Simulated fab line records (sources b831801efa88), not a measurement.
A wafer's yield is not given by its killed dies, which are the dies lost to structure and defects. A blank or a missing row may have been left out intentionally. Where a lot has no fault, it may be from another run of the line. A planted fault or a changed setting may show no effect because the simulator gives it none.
Which of the tools did it? | flow gf180mcu | 39 wafers from 13 lots sampled at 2 of the route's 602 steps

## WHAT THE GAUGES SHOWED, per wafer
GF_M5_OVL_MEAS_08.
lot  | measured     | on         | M5_OVL (nm)
L661 | day 26 09:38 | overlay-01 | -1 -4 -6
L662 | day 26 16:14 | overlay-01 | 7 2 1
L663 | day 26 23:10 | overlay-01 | 1 8 2
L665 | day 27 16:59 | overlay-02 | -1 3 5
L666 | day 28 02:05 | overlay-02 | -1 -2 2
L667 | day 28 04:40 | overlay-01 | -5 -11 -9
L669 | day 29 00:31 | overlay-02 | -4 -3 -6
L670 | day 29 03:13 | overlay-01 | -10 -3 -8
L671 | day 29 08:53 | overlay-01 | -6 -8 -2
L672 | day 29 17:40 | overlay-01 | 0 1 -6
L676 | day 30 20:16 | overlay-01 | -5 -12 -12
L677 | day 31 08:10 | overlay-01 | 0 5 6
L679 | day 31 16:25 | overlay-01 | 8 6 7

## WHAT TOOL EACH LOT RAN ON (gives the tool, then ch and the chambers of the sampled wafers, and finally the start)
lot  | GF_V4_SPUTTER_22
L661 | pvd_sputter-01, day 24 14:23
L662 | pvd_sputter-01, day 24 20:40
L663 | pvd_sputter-04, day 25 03:14
L665 | pvd_sputter-03, day 25 22:41
L666 | pvd_sputter-01, day 26 08:02
L667 | pvd_sputter-01, day 26 10:25
L669 | pvd_sputter-03, day 27 07:29
L670 | pvd_sputter-01, day 27 11:01
L671 | pvd_sputter-03, day 27 16:23
L672 | pvd_sputter-01, day 28 01:50
L676 | pvd_sputter-03, day 29 05:58
L677 | pvd_sputter-01, day 29 19:16
L679 | pvd_sputter-01, day 30 03:10
- GF_V4_SPUTTER_22: material TiN, target thk 10 nm, time 40 s.

## AS READ BY THE TOOLS THEMSELVES (means over the sampled wafers that have a number; for cases with no such wafer, the mark the record gives instead)
GF_V4_SPUTTER_22.
lot  | tool           | throttle_valve_pct (%)
L661 | pvd_sputter-01 | 30.4
L662 | pvd_sputter-01 | 30.6
L663 | pvd_sputter-04 | 29.3
L665 | pvd_sputter-03 | 30.0
L666 | pvd_sputter-01 | 30.3
L667 | pvd_sputter-01 | 29.9
L669 | pvd_sputter-03 | 30.1
L670 | pvd_sputter-01 | 30.6
L671 | pvd_sputter-03 | 30.1
L672 | pvd_sputter-01 | 30.1
L676 | pvd_sputter-03 | 29.8
L677 | pvd_sputter-01 | 30.3
L679 | pvd_sputter-01 | 30.6

## THE ANSWER, worked out from the rows above alone
Rule: usual is defined by the lots themselves. Put in order of their means at a reading, lots are off if they are a third of the lots or fewer, leave a main group of 4 or more, and stand apart from it by a gap of 3 or more times the standard deviation of the main group's means; of several such gaps the widest counts. A main group whose means are all the same, to the digits that the tables above print for the reading, isn't used. Also off: a lot with no number at a reading for which 4 or more lots have one. All remaining lots with rows at the step are treated as sound. Order of review: gauges by route order, followed by the tools' own readings, for which a lot's mean as printed above is used. The first step at which some lot is off is used, and at that step the reading that is off furthest; a lot without a number counts as furthest.
Nothing can be told from this: no lot is off at any reading shown.

## WHAT THE SIMULATOR HAD PUT IN
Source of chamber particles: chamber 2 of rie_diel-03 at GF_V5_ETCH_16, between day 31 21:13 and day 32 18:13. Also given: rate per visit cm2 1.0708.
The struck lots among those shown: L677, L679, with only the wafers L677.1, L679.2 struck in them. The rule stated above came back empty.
